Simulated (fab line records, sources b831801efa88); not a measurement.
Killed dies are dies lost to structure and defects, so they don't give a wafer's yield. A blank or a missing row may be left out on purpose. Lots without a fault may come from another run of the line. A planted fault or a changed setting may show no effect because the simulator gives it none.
A struck lot beside a sound one | flow sky130 | 14 steps out of a route of 708
Sound: wafers L941.1, L941.3, L941.6. Struck: wafers L943.4, L943.5, L943.6. The cause comes at the end.
At each step with rows: each side's tool, then ch and its chambers, then its first start. Under that, the readings that differ: sound wafers | struck wafers | difference of the means | sigmas: that difference in standard deviations of wafers without a fault.
alike: readings whose means differ by less than 2 such deviations, and words and numbers that are the same on both sides. not compared: withheld readings, readings that some wafer has no value for, bounds like >300 that may hide the same value, and numbers for which the record gives no deviation and whose values overlap.
The two part at a step that has a row with sigmas, a row that says differs or no value, or rows on one side only. Numbers that don't overlap but have no deviation are shown without sigmas and don't part them. A reading that every wafer of one side lacks parts them only if that side has two wafers or more.

first, 2 steps without rows for these wafers: SKY_LOCAL_INTERCONNECT_CLEAN_17 (cleans in IPA, time 180 s); SKY_LOCAL_INTERCONNECT_CLEAN_18 (cleans in O3/DIW).
SKY_CONTACT_CVD_00: deposits Si3N4, target thk 75 nm.
  sound on pecvd-01 ch 1,2, day 30 01:11; struck on pecvd-01 ch 0,1,2, day 31 15:47
  alike: heater_power_w
SKY_CONTACT_THK_MEAS_01:
  sound on film_metro-04, day 30 01:13; struck on film_metro-04, day 31 15:50
  alike: CONTACT_CVD_00_THK
then, 1 step without rows for these wafers: SKY_CONTACT_HDPCVD_02 (deposits SiO2, target thk 565 nm, time 94.2 s).
SKY_CONTACT_THK_MEAS_03:
  sound on film_metro-01, day 30 01:20; struck on film_metro-01, day 31 15:58
  alike: CONTACT_HDPCVD_THK
SKY_CONTACT_CMP_04: polishes SiO2.
  sound on cmp-01 ch 1,2,3, day 30 01:24; struck on cmp-02 ch 1,2, day 31 15:59
  alike: motor_current_A, time_to_endpoint_s
SKY_CONTACT_BOW_MEAS_05:
  sound on film_metro-04, day 30 01:42; struck on film_metro-01, day 31 16:21
  alike: CONTACT_BOW
then, 4 steps without rows for these wafers: SKY_CONTACT_DEHYDRATE_06 (time 60 s); SKY_CONTACT_HMDS_07 (prime time 60 s); SKY_CONTACT_COAT_08 (resist thk 60 nm); SKY_CONTACT_COAT_09 (resist thk 450 nm).
SKY_CONTACT_SOFTBAKE_10: time 90 s.
  sound on litho_track-03 ch 0, day 30 15:00; struck on litho_track-03 ch 0, day 32 05:00
  reading                  | sound             | struck            | difference | sigmas
  heater_power_total_W (W) | 57.28 57.33 57.31 | 70.88 70.89 71.39 | +13.75     | +99 or more
  run_length_s (s)         | 118.7 118.9 118.7 | 75.6 75.5 75.5    | -43.2      | -99 or more
then, 1 step without rows for these wafers: SKY_CONTACT_EXPOSE_11 (exposes mask CTM1, target cd 170 nm).

WHERE THEY PART
Only at SKY_CONTACT_SOFTBAKE_10, within this record.

WHY: what the simulator had put in
Process parameter drift: litho_track-03, from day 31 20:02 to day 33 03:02, at SKY_CONTACT_SOFTBAKE_10. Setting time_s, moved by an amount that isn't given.
